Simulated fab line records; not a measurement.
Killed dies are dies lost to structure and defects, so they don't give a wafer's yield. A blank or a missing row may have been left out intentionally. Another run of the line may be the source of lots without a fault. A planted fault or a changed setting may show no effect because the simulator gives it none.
Comparing a struck lot with a sound one + flow sfq_line + 20 out of 325 route steps
Sound: the wafers L227.1, L227.2, L227.6. Struck: wafer L237.1 (left out: L237.5, a lot-mate that was not struck); the cause follows at the end.
At each step with rows: each side's tool, then ch and its chambers, then its first start. Under that, the readings that differ: sound wafers + struck wafers + difference of the means + sigmas: that difference in standard deviations of wafers without a fault.
alike: same words and numbers on both sides, and readings whose means sit less than 2 such deviations apart. not compared: any withheld reading, any reading some wafer has no value for, any bound like >300 that may hide the same value, and any number with overlapping values for which the record gives no deviation.
Wherever a step has rows on one side only, a row that says differs or no value, or a row with sigmas, the two part there. Numbers that don't overlap but have no deviation are shown without sigmas and don't part them. A reading that every wafer of one side lacks parts them only if that side has two wafers or more.

first, 3 steps without rows for these wafers: SFQ_TRILAYER_L0_VIA_LITHO_EXPOSE_014 (exposes mask L0V, target cd 700 nm); SFQ_TRILAYER_L0_VIA_LITHO_PEB_016 (peb time 60 s); SFQ_TRILAYER_L0_VIA_LITHO_DEVELOP_015 (time 60 s).
SFQ_L0V_OVL_MEAS_903:
  struck on overlay-02, day 11 09:42; sound on overlay-01, day 7 16:17
  alike: L0V_OVL
SFQ_TRILAYER_L0_VIA_BARC_OPEN_VIA_ETCH_021: etches BARC in O2, target depth 125 nm, time 41.7 s.
  sound on rie_diel-02 ch 0,1,3, day 7 16:19; struck on rie_diel-04 ch 3, day 11 09:44
  alike: drypump_motor_current_A, oes_product_au, rf_fwd_power_W
  not compared: rf_hours_counter_h
SFQ_TRILAYER_L0_VIA_ETCH_VIA_ETCH_016: etches SiO2 in CHF3, stops on MoNx KI, target depth 80 nm.
  sound on rie_diel-02 ch 0,1,3, day 7 16:21; struck on rie_diel-04 ch 3, day 11 09:46
  alike: drypump_motor_current_A, oes_product_au, rf_fwd_power_W
SFQ_TRILAYER_L0_VIA_STRIP_STRIP_017: strips in O2.
  sound on rie_metal-04 ch 0,1, day 7 16:24; struck on rie_metal-04 ch 0, day 11 09:49
  alike: drypump_motor_current_A, oes_product_au
  not compared: rf_hours_counter_h
then, 2 steps without rows for these wafers: SFQ_TRILAYER_L0_VIA_STRIP_SOLV_CLEAN_018 (cleans in NMP, time 600 s); SFQ_TRILAYER_M0_DEP_PRE_CLEAN_020 (time 15 s).
SFQ_TRILAYER_M0_DEP_SPUTTER_019: material Nb, target thk 200 nm, time 133.3 s.
  struck on pvd_sputter-04, day 11 11:13; sound on pvd_sputter-04, day 7 17:12
  alike: throttle_valve_pct
SFQ_M0_RS_MEAS_904: the measuring method here is four-point-probe.
  struck on film_metro-03, day 11 11:19; sound on film_metro-04, day 7 17:17
  alike: M0_NB_RS
SFQ_TRILAYER_M0_LITHO_COAT_026: resist thk 62 nm.
  sound on litho_track-03 ch 0, day 7 17:28; struck on litho_track-01 ch 0, day 11 11:29
| reading                                              | sound             | struck | difference | sigmas |
|------------------------------------------------------|-------------------|--------|------------|--------|
| chill_plate_temp_C (C)                               | 23.09 22.84 23.05 | 23.21  | +0.22      | +2     |
| model.BARC_of_TRILAYER_M0_LITHO_COAT_026.thk_nm (nm) | 62.04 61.96 61.92 | 59.72  | -2.25      |        |
then, 5 steps without rows for these wafers: SFQ_TRILAYER_M0_LITHO_COAT_021 (resist thk 600 nm); SFQ_TRILAYER_M0_LITHO_SOFTBAKE_025; SFQ_TRILAYER_M0_LITHO_EXPOSE_022 (exposes mask M0, target cd 500 nm); SFQ_TRILAYER_M0_LITHO_PEB_024 (peb time 60 s); SFQ_TRILAYER_M0_LITHO_DEVELOP_023 (time 60 s).
-- the record jumps here: 2 days lie between the struck wafers' starts before and after --
SFQ_M0_OVL_MEAS_906:
  struck on overlay-02, day 13 15:49; sound on overlay-02, day 11 21:49
  alike: M0_OVL
SFQ_TRILAYER_M0_BARC_OPEN_METAL_ETCH_031: etches BARC in O2, target depth 125 nm, time 41.7 s.
  sound on rie_metal-04 ch 0, day 11 21:52; struck on rie_metal-04 ch 0, day 13 15:52
| reading                  | sound             | struck | difference | sigmas |
|--------------------------|-------------------|--------|------------|--------|
| oes_product_au (a.u.)    | 0.687 0.681 0.691 | 0.674  | -0.012     | -3     |
| model.etch.depth_nm (nm) | 62.04 61.96 61.92 | 59.72  | -2.25      |        |
  alike: drypump_motor_current_A, rf_fwd_power_W
  not compared: rf_hours_counter_h
SFQ_TRILAYER_M0_ETCH_METAL_ETCH_024: etches Nb in Cl2/Ar, stops on SiO2, target depth 240 nm, time 120 s.
  sound on rie_metal-04 ch 0, day 11 21:59; struck on rie_metal-04 ch 0, day 13 15:55
  alike: drypump_motor_current_A, oes_product_au, rf_fwd_power_W
  not compared: rf_hours_counter_h

== WHERE THEY PART ==
At SFQ_TRILAYER_M0_LITHO_COAT_026 first; at SFQ_TRILAYER_M0_BARC_OPEN_METAL_ETCH_031 last (within this record only). Later steps at which nothing parts them and some readings are alike: SFQ_TRILAYER_M0_ETCH_METAL_ETCH_024.

WHY: the cause the simulator had injected
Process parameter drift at SFQ_TRILAYER_M0_LITHO_COAT_026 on litho_track-01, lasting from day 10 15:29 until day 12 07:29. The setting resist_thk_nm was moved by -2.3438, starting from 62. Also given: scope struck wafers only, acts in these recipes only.
